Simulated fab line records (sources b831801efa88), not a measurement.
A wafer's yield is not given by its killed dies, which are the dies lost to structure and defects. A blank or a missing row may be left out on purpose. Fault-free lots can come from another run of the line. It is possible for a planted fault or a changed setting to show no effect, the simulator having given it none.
Chamber matching    flow sky130    SKY_PASSIVATION_CVD_02 on pecvd-04 has 3 sister chambers
The step deposits Si3N4, target thk 540 nm. 16 wafers are shown with their chamber, then 8 later ones without.

WAFERS, EACH WITH ITS CHAMBER
wafer   chamber  heater-power-w (W)  rf-fwd-power-W (W)
L075.1  0        771                 451.2
L075.3  2        709                 449.8
L075.5  2        762                 447.1
L077.1  2        740                 447.2
L077.5  2        832                 449.0
L077.6  0        614                 449.2
L078.2  0        733                 448.0
L078.3  0        751                 448.7
L078.6  0        750                 448.0
L082.2  0        774                 448.6
L082.4  1        631                 449.4
L082.6  0        762                 448.7
L083.1  2        765                 453.2
L083.4  0        738                 451.7
L083.6  0        752                 449.7
L089.4  2        825                 449.2

SIGNATURES (averages over the wafers above)
reading         chamber 0  chamber 1  chamber 2  scatter within a chamber
heater-power-w  738.33     631.00     772.17     48.4
rf-fwd-power-W  449.311    449.400    449.250    1.73
Rule: for a wafer and a chamber, the distance is found by dividing, reading by reading, the gap between the wafer's reading and the chamber's mean by the reading's scatter, squaring, summing and taking the root. If the next closest chamber is less than 2 further off than the closest, the wafer can't be placed; otherwise it belongs to the closest. The scatter: the root of (the sum of the squares of (reading less its chamber's mean) over the shown wafers, divided by (wafers less chambers)).

WAFERS WHOSE CHAMBER IS MISSING
wafer   heater-power-w (W)  rf-fwd-power-W (W)
L089.5  712                 448.9
L089.6  623                 451.1
L090.3  745                 449.4
L090.5  749                 450.3
L090.6  776                 449.0
L091.1  777                 450.2
L091.2  657                 448.7
L091.3  764                 449.8

WHICH CHAMBER EACH WENT THROUGH
wafer   from the rows above           in truth
L089.5  can't be placed: 0 or 2 or 1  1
L089.6  can't be placed: 1 or 0       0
L090.3  can't be placed: 0 or 2       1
L090.5  can't be placed: 0 or 2 or 1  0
L090.6  can't be placed: 2 or 0       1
L091.1  can't be placed: 2 or 0       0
L091.2  can't be placed: 1 or 0 or 2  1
L091.3  can't be placed: 2 or 0       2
Placed correctly: 0 of 8. From these rows, 8 cannot be placed; in 6 the true chamber is one of the candidates. Wrongly placed: 0.
